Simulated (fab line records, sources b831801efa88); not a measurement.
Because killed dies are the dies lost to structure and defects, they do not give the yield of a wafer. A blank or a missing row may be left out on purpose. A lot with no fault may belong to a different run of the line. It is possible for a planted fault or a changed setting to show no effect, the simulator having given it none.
fab line records ; flow sky130
[record] lots = 13; wafers = 39; last_day = 50
route steps=708 shown NWELL@60 SONOS_TUNNEL@162 CONTACT@420
lots that met no fault: from a run of the same line without faults
start_h: hours from the record's first day to the start of the lot's first wafer shown ; wait_h: hours since the lot's step before ; " identical to the entry in the row above ; L1.1+2: one row covering several wafers at once ; - value missing, or start not given ; * or withheld: withheld ; < > ~ a bound
route shown NAME@n: names a module that has steps shown in the file, with the first one's number in the route ; usual: average and standard deviation across the fault-free wafers ; same: alike in all rows ; chamber/n: place in a boat ; sites: per-site readings ; _std_site: how widely they spread, as a standard deviation ; _edge_site: inner sites' mean taken away from outer sites' mean ; radius_mm: for every site, how far away it sits from the centre of the wafer ; mask NAME#n: copy n ; behind: the last tool/chamber to shape the wafer ; hold: cause of the lot's hold/its duration in hours/its outcome ; device: the n, p or np transistor that did not switch ; end of line: the route-end tests of the same wafers ; a step without rows: its recipe alone ; killed: dies that structure and defects cost at the first sort, which is not the same as the wafer's yield ; map: per-die view of a wafer (x killed, . not killed, _ where there is no die)
set.NAME: the setting as run; set.NAME@STEP: as run at that earlier step ; model.NAME: the simulator's own value behind a step, which no gauge read
the route's steps for a sample of lots (tables are steps, rows are wafers)
services: when a tool's chamber went out of use (start_h, in hours from the record's first day, below 0 if earlier), for how many hours, and the reason
[[steps]]
[step SKY_NWELL_EXPOSE_07]
[recipe] mask_id = NWM; na = 0.6; source_shape = conventional; sigma_outer = 0.6; polarization = unpolarized; target_cd_nm = 840; dose_mj = 255
[usual] reticle_temp_C = 23.00/0.11
[same] sigma_outer = 0.6
lot.wafer;tool;chamber;start_h;wait_h;mask;reticle_temp_C
L957.2;iline_stepper-01;0;76.84;-;NWM#0;22.86
L957.4;iline_stepper-01;0;76.84;-;NWM#0;22.89
L957.5;iline_stepper-01;0;76.84;-;NWM#0;22.79
L958.1;iline_stepper-01;0;83.88;-;NWM#0;22.88
L958.2;iline_stepper-01;0;83.88;-;NWM#0;23.00
L958.3;iline_stepper-01;0;83.88;-;NWM#0;23.02
L960.1;iline_stepper-02;0;91.69;-;NWM#0;22.92
L960.2;iline_stepper-02;0;91.69;-;NWM#0;23.13
L960.5;iline_stepper-02;0;91.69;-;NWM#0;22.85
L961.3;iline_stepper-02;0;100.72;-;NWM#0;23.04
L961.5;iline_stepper-02;0;100.72;-;NWM#0;23.10
L961.6;iline_stepper-02;0;100.72;-;NWM#0;23.21
L962.1;iline_stepper-01;0;109.95;-;NWM#0;23.15
L962.3;iline_stepper-01;0;109.95;-;NWM#0;23.08
L962.4;iline_stepper-01;0;109.95;-;NWM#0;23.06
L963.2;iline_stepper-01;0;120.68;-;NWM#0;22.91
L963.3;iline_stepper-01;0;120.68;-;NWM#0;23.05
L963.4;iline_stepper-01;0;120.68;-;NWM#0;22.84
L964.2;iline_stepper-01;0;121.27;-;NWM#0;22.88
L964.4;iline_stepper-01;0;121.27;-;NWM#0;22.94
L964.5;iline_stepper-01;0;121.27;-;NWM#0;22.93
L966.2;iline_stepper-02;0;128.56;-;NWM#0;23.21
L966.4;iline_stepper-02;0;128.56;-;NWM#0;23.06
L966.6;iline_stepper-02;0;128.56;-;NWM#0;23.06
L968.2;iline_stepper-02;0;143.23;-;NWM#0;23.11
L968.3;iline_stepper-02;0;143.23;-;NWM#0;23.06
L968.6;iline_stepper-02;0;143.23;-;NWM#0;23.11
L969.1;iline_stepper-02;0;147.68;-;NWM#0;23.08
L969.3;iline_stepper-02;0;147.68;-;NWM#0;22.97
L969.5;iline_stepper-02;0;147.68;-;NWM#0;23.02
L970.1;iline_stepper-02;0;154.80;-;NWM#0;22.80
L970.2;iline_stepper-02;0;154.80;-;NWM#0;22.86
L970.4;iline_stepper-02;0;154.80;-;NWM#0;22.85
L971.2;iline_stepper-01;0;155.10;-;NWM#0;22.98
L971.3;iline_stepper-01;0;155.10;-;NWM#0;22.91
L971.5;iline_stepper-01;0;155.10;-;NWM#0;23.01
L977.3;iline_stepper-02;0;195.79;-;NWM_R1#0;22.97
L977.4;iline_stepper-02;0;195.79;-;NWM_R1#0;23.10
L977.6;iline_stepper-02;0;195.79;-;NWM_R1#0;22.96
[step SKY_SONOS_TUNNEL_OVL_MEAS_08]
[usual] SONOS_TUNNEL_OVL = 1.0/1.3
lot.wafer;tool;chamber;start_h;wait_h;SONOS_TUNNEL_OVL[nm]
L957.2;overlay-01;-;246.79;0.1;1.1
L957.4;overlay-01;-;246.79;0.1;1.1
L957.5;overlay-01;-;246.79;0.1;1.7
L958.1;overlay-01;-;259.17;0.1;1.7
L958.2;overlay-01;-;259.17;0.1;0.6
L958.3;overlay-01;-;259.17;0.1;-0.6
L960.1;overlay-02;-;267.77;0.1;1.1
L960.2;overlay-02;-;267.77;0.1;2.7
L960.5;overlay-02;-;267.77;0.1;1.9
L961.3;overlay-01;-;280.88;0.1;1.9
L961.5;overlay-01;-;280.88;0.1;0.8
L961.6;overlay-01;-;280.88;0.1;1.9
L962.1;overlay-01;-;293.57;0.1;2.1
L962.3;overlay-01;-;293.57;0.1;1.3
L962.4;overlay-01;-;293.57;0.1;2.5
L963.2;overlay-01;-;309.84;0.1;0.2
L963.3;overlay-01;-;309.84;0.1;0.4
L963.4;overlay-01;-;309.84;0.1;-0.8
L964.2;overlay-02;-;310.14;0.1;1.2
L964.4;overlay-02;-;310.14;0.1;2.0
L964.5;overlay-02;-;310.14;0.1;-0.8
L966.2;overlay-01;-;319.63;0.1;1.9
L966.4;overlay-01;-;319.63;0.1;1.7
L966.6;overlay-01;-;319.63;0.1;2.4
L968.2;overlay-01;-;339.73;0.1;2.6
L968.3;overlay-01;-;339.73;0.1;1.7
L968.6;overlay-01;-;339.73;0.1;4.4
L969.1;overlay-01;-;349.62;0.1;0.0
L969.3;overlay-01;-;349.62;0.1;-0.6
L969.5;overlay-01;-;349.62;0.1;-2.7
L970.1;overlay-02;-;358.07;0.1;1.8
L970.2;overlay-02;-;358.07;0.1;1.4
L970.4;overlay-02;-;358.07;0.1;0.6
L971.2;overlay-02;-;359.18;0.1;3.3
L971.3;overlay-02;-;359.18;0.1;3.4
L971.5;overlay-02;-;359.18;0.1;3.0
L977.3;overlay-02;-;415.18;0.1;0.0
L977.4;overlay-02;-;415.18;0.1;0.1
L977.6;overlay-02;-;415.18;0.1;-1.5
[step SKY_CONTACT_CD_MEAS_14]
[recipe] target_cd_nm = 170
[usual] cd_nm = 170.3/1.3
lot.wafer;tool;chamber;start_h;wait_h;cd_nm
L957.2;cd_sem-01;-;727.77;-;170.7
L957.4;cd_sem-01;-;727.77;-;169.3
L957.5;cd_sem-01;-;727.77;-;170.5
L958.1;cd_sem-02;-;738.77;-;169.3
L958.2;cd_sem-02;-;738.77;-;170.0
L958.3;cd_sem-02;-;738.77;-;168.9
L960.1;cd_sem-01;-;751.10;-;171.6
L960.2;cd_sem-01;-;751.10;-;173.0
L960.5;cd_sem-01;-;751.10;-;171.4
L961.3;cd_sem-01;-;768.85;-;169.7
L961.5;cd_sem-01;-;768.85;-;167.7
L961.6;cd_sem-01;-;768.85;-;169.9
L962.1;cd_sem-01;-;783.21;-;171.2
L962.3;cd_sem-01;-;783.21;-;170.6
L962.4;cd_sem-01;-;783.21;-;171.8
L964.2;cd_sem-01;-;793.33;-;170.2
L964.4;cd_sem-01;-;793.33;-;169.8
L964.5;cd_sem-01;-;793.33;-;169.7
L963.2;cd_sem-02;-;795.27;-;169.2
L963.3;cd_sem-02;-;795.27;-;169.4
L963.4;cd_sem-02;-;795.27;-;169.9
L966.2;cd_sem-02;-;808.32;-;170.0
L966.4;cd_sem-02;-;808.32;-;169.4
L966.6;cd_sem-02;-;808.32;-;171.5
L968.2;cd_sem-02;-;840.72;-;169.5
L968.3;cd_sem-02;-;840.72;-;170.9
L968.6;cd_sem-02;-;840.72;-;169.9
L969.1;cd_sem-02;-;843.67;-;168.9
L969.3;cd_sem-02;-;843.67;-;170.8
L969.5;cd_sem-02;-;843.67;-;168.8
L970.1;cd_sem-02;-;844.50;-;171.3
L970.2;cd_sem-02;-;844.50;-;170.7
L970.4;cd_sem-02;-;844.50;-;171.3
L971.2;cd_sem-02;-;845.28;-;171.1
L971.3;cd_sem-02;-;845.28;-;171.7
L971.5;cd_sem-02;-;845.28;-;172.4
L977.3;cd_sem-02;-;895.09;-;168.5
L977.4;cd_sem-02;-;895.09;-;169.7
L977.6;cd_sem-02;-;895.09;-;170.2
[step SKY_CONTACT_OVL_MEAS_15]
[usual] CONTACT_OVL = -4/4.4
lot.wafer;tool;chamber;start_h;wait_h;CONTACT_OVL[nm]
L957.2;overlay-01;-;727.88;0.1;-5
L957.4;overlay-01;-;727.88;0.1;-5
L957.5;overlay-01;-;727.88;0.1;-9
L958.1;overlay-02;-;738.89;0.1;-3
L958.2;overlay-02;-;738.89;0.1;-5
L958.3;overlay-02;-;738.89;0.1;-5
L960.1;overlay-01;-;751.22;0.1;-7
L960.2;overlay-01;-;751.22;0.1;-7
L960.5;overlay-01;-;751.22;0.1;-4
L961.3;overlay-01;-;768.94;0.1;-2
L961.5;overlay-01;-;768.94;0.1;-5
L961.6;overlay-01;-;768.94;0.1;-5
L962.1;overlay-02;-;783.33;0.1;-1
L962.3;overlay-02;-;783.33;0.1;-3
L962.4;overlay-02;-;783.33;0.1;-3
L964.2;overlay-01;-;793.43;0.1;-5
L964.4;overlay-01;-;793.43;0.1;-7
L964.5;overlay-01;-;793.43;0.1;-11
L963.2;overlay-02;-;795.38;0.1;-1
L963.3;overlay-02;-;795.38;0.1;-2
L963.4;overlay-02;-;795.38;0.1;-6
L966.2;overlay-01;-;808.43;0.1;-6
L966.4;overlay-01;-;808.43;0.1;-6
L966.6;overlay-01;-;808.43;0.1;-8
L968.2;overlay-01;-;840.83;0.1;-5
L968.3;overlay-01;-;840.83;0.1;-11
L968.6;overlay-01;-;840.83;0.1;-8
L969.1;overlay-01;-;843.79;0.1;-5
L969.3;overlay-01;-;843.79;0.1;-10
L969.5;overlay-01;-;843.79;0.1;-7
L970.1;overlay-02;-;844.62;0.1;-7
L970.2;overlay-02;-;844.62;0.1;-4
L970.4;overlay-02;-;844.62;0.1;-4
L971.2;overlay-02;-;845.39;0.1;4
L971.3;overlay-02;-;845.39;0.1;4
L971.5;overlay-02;-;845.39;0.1;-1
L977.3;overlay-01;-;895.18;0.1;1
L977.4;overlay-01;-;895.18;0.1;0
L977.6;overlay-01;-;895.18;0.1;-6
[[services]]
tool;chamber;start_h;hours;kind
iline_stepper-01;-;59.24;2.1;pm
iline_stepper-01;-;61.32;-;consumable_replace:lamp
iline_stepper-02;-;177.73;4.4;pm
iline_stepper-01;-;189.74;1.7;pm
[[key]]
[first_sign] step = SKY_NWELL_EXPOSE_07; reading = mask; direction = changed
effect none on later readings
met_at SKY_NWELL_EXPOSE_07
struck_lots L977
tester_left_out L977
not_acting_at SKY_SONOS_TUNNEL_OVL_MEAS_08,SKY_CONTACT_CD_MEAS_14,SKY_CONTACT_OVL_MEAS_15
onset_between 154.80 195.79
[fault] kind = wrong_mask; tool = any; chamber = -; onset_h = 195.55; steps = SKY_NWELL_EXPOSE_07; aux_copy = NWM_R1#0; cd_offset_nm = -42; scope = struck_lots_only
// tester_left_out: of these lots the tester's yield and bins aren't shown, on N5 and GAA mostly nor the transistor test; their killed dies are dies lost to structure and defects alone, not to doping, threshold or leakage, so they don't give the yield
